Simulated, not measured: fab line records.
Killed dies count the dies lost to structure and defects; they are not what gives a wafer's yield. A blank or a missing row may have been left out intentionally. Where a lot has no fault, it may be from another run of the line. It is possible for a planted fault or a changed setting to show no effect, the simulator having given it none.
fab line records    flow sfq-line
record: lots: 15  wafers: 42  last-day: 92
route steps=325 shown L0V@26 M0@38 I0@56 I1@74
lots that met no fault: from a run of the same line without faults
start-h: hours from the record's opening day to when the first of the lot's shown wafers began    wait-h: hours from the lot's prior step to this one    " identical to the entry in the row above    L1.1+2: a single row standing in for several wafers    - no value present, or no start provided    * or withheld: withheld    < > ~ a bound
route shown NAME@n: NAME is a module with steps in the file, n the number in the route of the first one    usual: the fault-free wafers' mean and standard deviation    same: alike in all rows    chamber/n: place in a boat    sites: readings site by site    _std_site: standard deviation of those values    _edge_site: the outer-site mean with the inner-site mean subtracted    radius-mm: for every site, how far away it sits from the centre of the wafer    mask NAME#n: copy n    behind: the last tool/chamber to shape the wafer    hold: the reason the lot was held/the length of the hold in hours/how it ended    device: transistor that didn't switch, given as n, p or np    end of line: tests run on the same wafers once the route is complete    where a step has no rows: the recipe by itself    killed: the dies lost at the first sort to structure and to defects; this is not the yield of the wafer    map: dies across one wafer; x = killed, . = not, _ = none there
set.NAME: setting as actually run; set.NAME@STEP: the setting as run at that earlier step    model.NAME: the simulator's own value behind a step, which no gauge read
the route's steps for a sample of lots (tables are steps, rows are wafers)
services: when a tool's chamber went out of use (start-h, in hours from the record's first day, below 0 if earlier), for how many hours, and the reason
== steps ==
step: SFQ_TRILAYER_L0_VIA_STRIP_STRIP_017
recipe: gas: O2  power-w: 200  platen-temp-c: 40  overash-fraction: 0.65  chemistry: O2  pressure-mtorr: 50
usual: chamber-pressure-mTorr: 50.00/0.047  drypump-motor-current-A: 5.75/0.28  oes-product-au: 0.996/0.0078
lot.wafer  tool          chamber  start-h  wait-h  chamber-pressure-mTorr  drypump-motor-current-A  oes-product-au  rf-hours-counter-h
L348.2     rie-metal-01  1        96.25    -       49.97                   5.44                     0.988           189
L348.5     "             0        "        "       50.02                   5.51                     1.012           -
L348.6     "             1        "        "       50.10                   5.44                     0.989           -
L349.1     rie-metal-02  0        100.14   -       50.08                   5.49                     0.990           96
L349.4     "             1        "        "       50.02                   6.31                     1.000           -
L349.5     "             0        "        "       49.98                   5.47                     0.984           -
L350.3     rie-metal-03  0        105.14   -       50.02                   5.89                     0.984           -
L350.4     "             1        "        "       50.03                   5.72                     1.003           -
L350.6     "             0        "        "       50.07                   5.91                     0.984           -
L351.4     rie-metal-02  0        106.34   -       49.95                   5.46                     0.991           -
L351.5     "             0        "        "       50.06                   5.47                     0.989           -
L351.6     "             1        "        "       49.96                   6.29                     0.996           -
L352.4     rie-metal-01  1        110.04   -       49.94                   5.43                     0.994           -
L352.5     "             0        "        "       50.06                   5.50                     1.003           -
L352.6     "             1        "        "       50.04                   5.43                     1.004           -
L354.2     rie-metal-03  0        115.84   -       49.98                   5.89                     0.988           198
L354.3     "             1        "        "       50.03                   5.75                     0.993           -
L354.6     "             1        "        "       50.02                   5.71                     0.992           -
L355.2     rie-metal-01  1        119.68   -       50.06                   5.41                     0.993           -
L355.5     "             1        "        "       49.96                   5.44                     0.999           -
L355.6     "             1        "        "       49.91                   5.43                     0.987           -
L361.1     rie-metal-03  0        155.44   -       49.96                   5.90                     0.989           3
L361.6     "             0        "        "       50.02                   5.88                     0.996           -
L362.1     rie-metal-02  1        159.04   -       49.98                   6.29                     1.002           185
L362.2     "             0        "        "       50.01                   5.47                     0.983           108
L362.5     "             1        "        "       50.04                   6.31                     0.986           -
L363.2     rie-metal-03  1        166.04   -       49.97                   5.76                     0.997           149
L363.6     "             1        "        "       50.02                   5.78                     0.995           -
L364.1     rie-metal-03  0        171.00   -       49.90                   5.93                     0.988           6
L364.4     "             1        "        "       50.06                   5.78                     0.987           -
L366.2     rie-metal-02  1        177.00   -       50.01                   6.27                     1.008           189
L366.5     "             0        "        "       50.05                   5.48                     0.987           -
L366.6     "             1        "        "       50.01                   6.30                     1.006           -
L368.2     rie-metal-03  0        190.20   -       49.97                   5.90                     1.000           10
L368.4     "             1        "        "       50.01                   5.77                     0.992           -
L368.6     "             1        "        "       49.98                   5.73                     1.000           -
L369.3     rie-metal-02  0        206.78   -       49.93                   5.47                     1.002           -
L369.4     "             1        "        "       49.94                   6.29                     1.015           -
L369.5     "             1        "        "       49.95                   6.29                     1.021           -
L370.2     rie-metal-03  1        210.93   -       50.00                   5.75                     0.988           157
L370.3     "             0        "        "       49.96                   5.90                     0.998           -
L370.5     "             1        "        "       50.04                   5.74                     0.993           -
step: SFQ_M0_OVL_MEAS_906
usual: M0_OVL: -1/5.3
lot.wafer  tool        chamber  start-h  wait-h  M0_OVL[nm]
L348.2     overlay-01  -        131.32   0.1     3
L348.5     "           -        "        "       4
L348.6     "           -        "        "       -6
L349.1     overlay-02  -        134.91   0.1     8
L349.4     "           -        "        "       -3
L349.5     "           -        "        "       3
L350.3     overlay-01  -        139.73   0.1     5
L350.4     "           -        "        "       -2
L350.6     "           -        "        "       -2
L351.4     overlay-01  -        140.93   0.1     -5
L351.5     "           -        "        "       0
L351.6     "           -        "        "       -2
L352.4     overlay-02  -        144.53   0.1     2
L352.5     "           -        "        "       8
L352.6     "           -        "        "       5
L354.2     overlay-01  -        151.72   0.1     -7
L354.3     "           -        "        "       -2
L354.6     "           -        "        "       -6
L355.2     overlay-02  -        156.52   0.1     8
L355.5     "           -        "        "       2
L355.6     "           -        "        "       5
L361.1     overlay-02  -        193.68   0.1     11
L361.6     "           -        "        "       2
L362.1     overlay-02  -        208.41   0.1     -7
L362.2     "           -        "        "       6
L362.5     "           -        "        "       -4
L363.2     overlay-01  -        212.01   0.1     11
L363.6     "           -        "        "       2
L364.1     overlay-02  -        216.81   0.1     5
L364.4     "           -        "        "       -4
L366.2     overlay-01  -        225.21   0.1     1
L366.5     "           -        "        "       -9
L366.6     "           -        "        "       -2
L368.2     overlay-02  -        237.21   0.1     -6
L368.4     "           -        "        "       5
L368.6     "           -        "        "       -9
L369.3     overlay-02  -        244.42   0.1     -7
L369.4     "           -        "        "       -5
L369.5     "           -        "        "       -1
L370.2     overlay-02  -        251.16   0.1     10
L370.3     "           -        "        "       -6
L370.5     "           -        "        "       -3
step: SFQ_TRILAYER_I0_VIA_STRIP_STRIP_035
recipe: gas: O2  power-w: 200  platen-temp-c: 40  overash-fraction: 0.65  chemistry: O2  pressure-mtorr: 50
usual: chamber-pressure-mTorr: 50.00/0.046  drypump-motor-current-A: 5.81/0.25  oes-product-au: 0.999/0.0084
lot.wafer  tool          chamber  start-h  wait-h  chamber-pressure-mTorr  drypump-motor-current-A  oes-product-au  rf-hours-counter-h
L348.2     rie-metal-04  1        217.22   -       49.98                   6.13                     0.991           -
L348.5     "             1        "        "       49.99                   6.11                     0.997           -
L348.6     "             1        "        "       49.99                   6.11                     0.990           -
L349.1     rie-metal-04  1        220.62   -       49.99                   6.19                     0.999           148
L349.4     "             1        "        "       50.04                   6.15                     0.994           -
L349.5     "             1        "        "       50.01                   6.20                     0.985           -
L350.3     rie-metal-03  1        224.42   -       50.03                   5.75                     0.999           -
L350.4     "             0        "        "       50.07                   5.90                     0.997           -
L350.6     "             0        "        "       50.04                   5.92                     0.998           -
L351.4     rie-metal-04  1        228.42   -       49.99                   6.16                     0.985           -
L351.5     "             1        "        "       50.05                   6.12                     0.994           -
L351.6     "             1        "        "       50.05                   6.19                     0.994           -
L352.4     rie-metal-03  1        234.48   -       50.03                   5.74                     0.974           -
L352.5     "             1        "        "       50.04                   5.74                     0.992           -
L352.6     "             0        "        "       50.02                   5.92                     0.995           -
L354.2     rie-metal-03  0        246.28   -       50.03                   5.90                     1.005           18
L354.3     "             0        "        "       50.01                   5.87                     1.000           -
L354.6     "             0        "        "       50.01                   5.92                     0.995           -
L355.2     rie-metal-01  0        249.88   -       49.91                   5.52                     1.000           35
L355.5     "             1        "        "       50.10                   5.44                     1.001           -
L355.6     "             0        "        "       50.08                   5.51                     0.989           -
L361.1     rie-metal-04  0        289.03   -       50.00                   5.76                     1.016           8
L361.6     "             0        "        "       49.93                   5.77                     1.023           -
L362.1     rie-metal-01  0        304.72   -       49.98                   5.52                     1.009           46
L362.2     "             0        "        "       50.03                   5.51                     1.011           -
L362.5     "             0        "        "       50.04                   5.51                     1.014           -
L363.2     rie-metal-01  0        308.43   -       50.01                   5.52                     1.002           -
L363.6     "             0        "        "       50.02                   5.52                     0.997           -
L364.1     rie-metal-01  1        316.63   -       50.07                   5.45                     1.015           20
L364.4     "             1        "        "       50.00                   5.46                     1.011           -
L366.2     rie-metal-03  1        326.23   -       50.07                   5.76                     0.996           173
L366.5     "             0        "        "       50.01                   5.93                     0.990           -
L366.6     "             1        "        "       50.13                   5.75                     1.002           -
L368.2     rie-metal-03  0        338.23   -       50.00                   5.88                     0.990           31
L368.4     "             0        "        "       49.96                   5.90                     0.983           -
L368.6     "             1        "        "       50.01                   5.73                     0.990           -
L369.3     rie-metal-01  1        346.93   -       49.95                   5.44                     1.001           -
L369.4     "             0        "        "       49.93                   5.51                     1.006           -
L369.5     "             1        "        "       50.05                   5.43                     1.002           -
L370.2     rie-metal-03  0        354.93   -       50.01                   5.91                     1.003           34
L370.3     "             0        "        "       49.96                   5.90                     1.011           -
L370.5     "             0        "        "       50.09                   5.91                     0.997           -
step: SFQ_TRILAYER_I1_CMP_CMP_046
recipe: material: SiO2  down-force-psi: 3  platen-rpm: 60  pad-velocity-m-s: 0.94248
usual: motor-current-A: 10.2/1  time-to-endpoint-s: 212/7.5
lot.wafer  tool    chamber  start-h  wait-h  motor-current-A  time-to-endpoint-s
L348.2     cmp-02  3        300.59   2.3     12.0             201
L348.5     "       2        302.09   3.8     8.0              213
L348.6     "       3        "        "       11.4             206
L349.1     cmp-02  3        306.09   4.2     11.4             201
L349.4     "       0        "        "       10.2             224
L349.5     "       0        308.59   6.7     10.5             227
L350.4     cmp-01  0        311.66   5.0     9.4              213
L350.3     "       1        "        "       11.2             212
L350.6     "       0        313.66   7.0     8.5              216
L351.4     cmp-01  0        318.16   5.5     9.3              215
L351.6     "       2        319.16   6.5     10.7             208
L351.5     "       3        "        "       10.3             206
L352.4     cmp-02  1        325.59   3.3     10.3             217
L352.5     "       2        "        "       8.2              212
L352.6     "       3        "        "       11.7             207
L354.2     cmp-01  3        336.19   0.5     10.2             204
L354.3     "       0        "        "       9.4              209
L354.6     "       2        337.69   2.0     10.2             215
L355.2     cmp-01  3        340.19   2.3     10.0             206
L355.5     "       0        "        "       8.9              215
L355.6     "       1        "        "       11.2             209
L361.1     cmp-02  3        390.22   0.5     11.1             213
L361.6     "       2        391.72   2.0     8.4              233
L362.2     cmp-01  3        408.02   1.8     10.3             209
L362.1     "       1        409.02   2.8     11.5             215
L362.5     "       3        410.02   3.8     10.0             205
L363.2     cmp-02  2        411.85   0.9     7.9              210
L363.6     "       3        414.35   3.3     11.2             228
L364.1     cmp-02  3        421.35   1.2     11.0             212
L364.4     "       1        422.35   2.2     10.4             218
L366.2     cmp-01  0        436.52   3.2     9.1              207
L366.5     "       2        437.52   4.1     10.2             208
L366.6     "       3        "        "       10.0             221
L368.4     cmp-01  3        450.66   0.5     10.0             211
L368.2     "       1        451.66   1.5     11.6             211
L368.6     "       3        452.66   2.5     10.4             218
L369.4     cmp-01  2        459.66   2.3     10.0             209
L369.3     "       0        460.66   3.3     8.9              211
L369.5     "       2        461.66   4.3     10.3             206
L370.3     cmp-01  2        469.16   1.0     10.8             200
L370.2     "       3        "        "       10.3             201
L370.5     "       1        470.66   2.5     11.5             214
step: SFQ_TRILAYER_I1_METRO_MEASURE_047
usual: thk-nm: 199.8/1.2
lot.wafer  tool           chamber  start-h  wait-h  thk-nm
L348.2     film-metro-01  -        303.41   0.3     199.2
L348.5     "              -        "        "       200.9
L348.6     "              -        "        "       199.4
L349.1     film-metro-01  -        309.21   0.1     200.0
L349.4     "              -        "        "       201.6
L349.5     "              -        "        "       201.0
L350.3     film-metro-04  -        314.68   0.5     200.2
L350.4     "              -        "        "       200.7
L350.6     "              -        "        "       199.9
L351.4     film-metro-02  -        320.88   0.6     198.8
L351.5     "              -        "        "       198.8
L351.6     "              -        "        "       198.3
L352.4     film-metro-01  -        327.81   0.6     200.4
L352.5     "              -        "        "       199.6
L352.6     "              -        "        "       199.9
L354.2     film-metro-02  -        339.01   0.3     197.7
L354.3     "              -        "        "       200.1
L354.6     "              -        "        "       199.6
L355.2     film-metro-02  -        342.01   0.3     198.6
L355.5     "              -        "        "       201.3
L355.6     "              -        "        "       200.7
L361.1     film-metro-04  -        392.84   0.1     183.9
L361.6     "              -        393.84   1.0     185.3
L362.1     film-metro-02  -        410.64   0.1     198.7
L362.2     "              -        "        "       198.7
L362.5     "              -        "        "       197.9
L363.2     film-metro-02  -        415.17   0.3     199.9
L363.6     "              -        "        "       183.1
L364.1     film-metro-01  -        423.97   0.1     183.5
L364.4     "              -        "        "       198.9
L366.2     film-metro-02  -        438.84   0.3     200.5
L366.5     "              -        "        "       199.4
L366.6     "              -        "        "       198.3
L368.2     film-metro-01  -        453.48   0.3     199.2
L368.4     "              -        "        "       199.3
L368.6     "              -        "        "       198.1
L369.3     film-metro-02  -        462.68   0.5     201.7
L369.4     "              -        "        "       201.1
L369.5     "              -        "        "       201.5
L370.2     film-metro-01  -        471.48   0.3     201.8
L370.3     "              -        "        "       200.2
L370.5     "              -        "        "       200.9
step: SFQ_TRILAYER_I1_VIA_ETCH_VIA_ETCH_052
recipe: target: SiO2  stop-on: Nb  mask-material: PR  taper-deg: 20  chemistry: CHF3  target-depth-nm: 260  source-w: 500  bias-w: 80  pressure-mtorr: 30  time-s: withheld
usual: chamber-pressure-mTorr: 30.000/0.03  drypump-motor-current-A: 5.8/0.39  oes-product-au: 0.854/0.0053
lot.wafer  tool         chamber  start-h  wait-h  chamber-pressure-mTorr  drypump-motor-current-A  oes-product-au
L348.2     rie-diel-01  2        404.01   0.0     30.064                  5.9                      0.856
L348.5     "            3        "        "       30.063                  6.7                      0.849
L348.6     "            2        "        "       29.975                  5.9                      0.848
L349.1     rie-diel-01  3        411.21   0.0     29.993                  6.7                      0.858
L349.4     "            1        "        "       29.972                  5.4                      0.852
L349.5     "            2        "        "       29.984                  5.9                      0.854
L350.3     rie-diel-01  1        416.01   0.0     30.042                  5.4                      0.857
L350.4     "            2        "        "       29.985                  5.9                      0.852
L350.6     "            3        "        "       29.982                  6.7                      0.857
L351.4     rie-diel-02  1        424.41   0.0     29.991                  5.6                      0.850
L351.5     "            2        "        "       29.967                  6.1                      0.853
L351.6     "            1        "        "       30.024                  5.6                      0.849
L352.4     rie-diel-01  1        434.76   0.0     30.022                  5.4                      0.858
L352.5     "            3        "        "       29.985                  6.7                      0.850
L352.6     "            0        "        "       30.036                  5.6                      0.850
L354.2     rie-diel-02  2        450.36   0.0     29.973                  6.0                      0.855
L354.3     "            0        "        "       29.984                  5.6                      0.860
L354.6     "            3        "        "       30.026                  5.6                      0.853
L355.2     rie-diel-04  1        452.76   0.0     30.008                  5.3                      0.850
L355.5     "            2        "        "       29.993                  5.6                      0.858
L355.6     "            1        "        "       30.020                  5.3                      0.866
L361.1     rie-diel-01  1        515.62   0.0     29.958                  5.4                      0.812
L361.6     "            1        "        "       29.985                  5.4                      0.830
L362.1     rie-diel-04  2        543.68   0.0     30.011                  5.6                      0.854
L362.2     "            0        "        "       30.004                  5.9                      0.855
L362.5     "            1        "        "       30.049                  5.3                      0.848
L363.2     rie-diel-02  1        550.88   0.0     30.029                  5.6                      0.855
L363.6     "            0        "        "       29.976                  5.6                      0.810
L364.1     rie-diel-04  2        559.28   0.0     30.009                  5.6                      0.822
L364.4     "            1        "        "       30.010                  5.3                      0.853
L366.2     rie-diel-02  0        580.47   0.0     29.980                  5.6                      0.857
L366.5     "            2        "        "       30.024                  6.1                      0.850
L366.6     "            1        "        "       29.966                  5.6                      0.851
L368.2     rie-diel-04  2        596.82   0.0     30.007                  5.6                      0.853
L368.4     "            3        "        "       30.024                  5.6                      0.844
L368.6     "            0        "        "       30.000                  5.9                      0.850
L369.3     rie-diel-02  1        605.22   0.0     29.973                  5.6                      0.858
L369.4     "            0        "        "       29.991                  5.6                      0.857
L369.5     "            1        "        "       29.980                  5.6                      0.853
L370.2     rie-diel-01  1        616.04   0.0     30.016                  5.4                      0.862
L370.3     "            3        "        "       30.018                  6.7                      0.859
L370.5     "            1        "        "       29.983                  5.4                      0.859
== services ==
tool           chamber  start-h  hours  kind
cmp-01         -        76.32    4.0    pm
film-metro-02  -        93.68    1.4    pm
rie-metal-03   -        107.02   0.4    repair
rie-metal-01   0        113.52   6.9    repair
cmp-01         -        127.59   7.5    pm
cmp-01         -        141.10   3.8    pm
cmp-01         -        143.56   2.6    repair
rie-metal-01   -        170.67   14.6   pm
rie-metal-01   -        207.77   0.4    repair
rie-metal-03   -        297.03   14.6   pm
rie-metal-01   1        298.77   9.6    repair
rie-metal-03   -        341.62   1.4    pm
rie-metal-01   -        351.24   0.1    repair
cmp-01         -        357.63   1.5    repair
cmp-01         -        389.36   0.4    repair
rie-metal-01   -        398.73   1.4    pm
cmp-01         -        416.52   4.0    pm
rie-metal-01   1        428.62   4.6    repair
cmp-01         -        442.77   3.6    repair
rie-metal-03   0        500.40   8.5    repair
rie-metal-01   -        501.97   2.8    pm
cmp-01         -        503.11   1.7    repair
cmp-01         -        511.22   7.0    pm
cmp-01         -        521.32   3.5    repair
== key ==
first-sign: step: SFQ_TRILAYER_I1_METRO_MEASURE_047  reading: thk-nm  direction: down  sigmas: 13  usual: 199.8  struck: 184.0
effect: step: SFQ_TRILAYER_I1_VIA_ETCH_VIA_ETCH_052  reading: oes-product-au  direction: down  sigmas: 6.7  usual: 0.854  struck: 0.818
met-at SFQ_TRILAYER_I1_CMP_CMP_046
struck-lots L361,L363,L364
struck-wafers L361.1,L361.6,L363.6,L364.1
not-acting-at SFQ_TRILAYER_L0_VIA_STRIP_STRIP_017,SFQ_M0_OVL_MEAS_906,SFQ_TRILAYER_I0_VIA_STRIP_STRIP_035
onset-between 325.59 390.22
fault: kind: process-parameter-drift  tool: cmp-02  chamber: -  onset-h: 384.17  steps: SFQ_TRILAYER_I1_CMP_CMP_046  channel: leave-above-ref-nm  offset: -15  shape: step  end-h: 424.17  scope: struck-wafers-only  acts-in: these-recipes-only  stated: 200
